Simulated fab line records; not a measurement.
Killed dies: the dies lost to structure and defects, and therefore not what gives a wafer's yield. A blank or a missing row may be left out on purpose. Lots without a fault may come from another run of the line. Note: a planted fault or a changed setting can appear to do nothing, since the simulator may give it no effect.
Chamber matching | flow gf180mcu | GF_V1_CMP_04 on cmp-02: 4 sister chambers
The step polishes SiO2. 7 wafers are shown with their chamber, then 7 later ones without.

## WAFERS PAIRED WITH THEIR CHAMBERS
wafer  | chamber | motor_current_A (A) | time_to_endpoint_s (s)
L618.1 | 1       | 11.4                | 71
L618.3 | 3       | 10.8                | 66
L624.3 | 1       | 11.5                | 79
L625.2 | 2       | 14.4                | 82
L625.5 | 0       | 11.6                | 81
L635.3 | 2       | 15.8                | 71
L635.4 | 0       | 10.8                | 76

## WAFERS WHOSE CHAMBER IS MISSING
wafer  | motor_current_A (A) | time_to_endpoint_s (s)
L635.6 | 11.6                | 81
L636.2 | 11.6                | 69
L636.3 | 11.3                | 77
L636.6 | 11.8                | 71
L637.1 | 12.0                | 73
L637.2 | 11.0                | 82
L637.3 | 11.7                | 72

## THE CHAMBER EACH PASSED THROUGH
wafer  | from the rows above          | in truth
L635.6 | can't be placed: 0 or 1      | 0
L636.2 | can't be placed: 1 or 3 or 0 | 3
L636.3 | can't be placed: 0 or 1 or 3 | 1
L636.6 | can't be placed: 1 or 0 or 3 | 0
L637.1 | can't be placed: 1 or 0 or 3 | 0
L637.2 | can't be placed: 0 or 1      | 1
L637.3 | can't be placed: 1 or 0 or 3 | 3
0 of 7 placed correctly. These rows do not allow placing 7 (true chamber among the candidates in 7). Wrongly placed: 0.
How it was worked out, from the rows above alone: a wafer's distance from a chamber is the root of the sum, over the readings, of the square of ((its reading less the chamber's mean) divided by the reading's scatter). If the next closest chamber is less than 2 further off than the closest, the wafer can't be placed; otherwise it belongs to the closest. Each chamber's mean is taken over the wafers shown for it. The scatter is the square root of a quotient: the sum, over the shown wafers, of each reading's squared deviation from its chamber's mean, divided by wafers minus chambers.
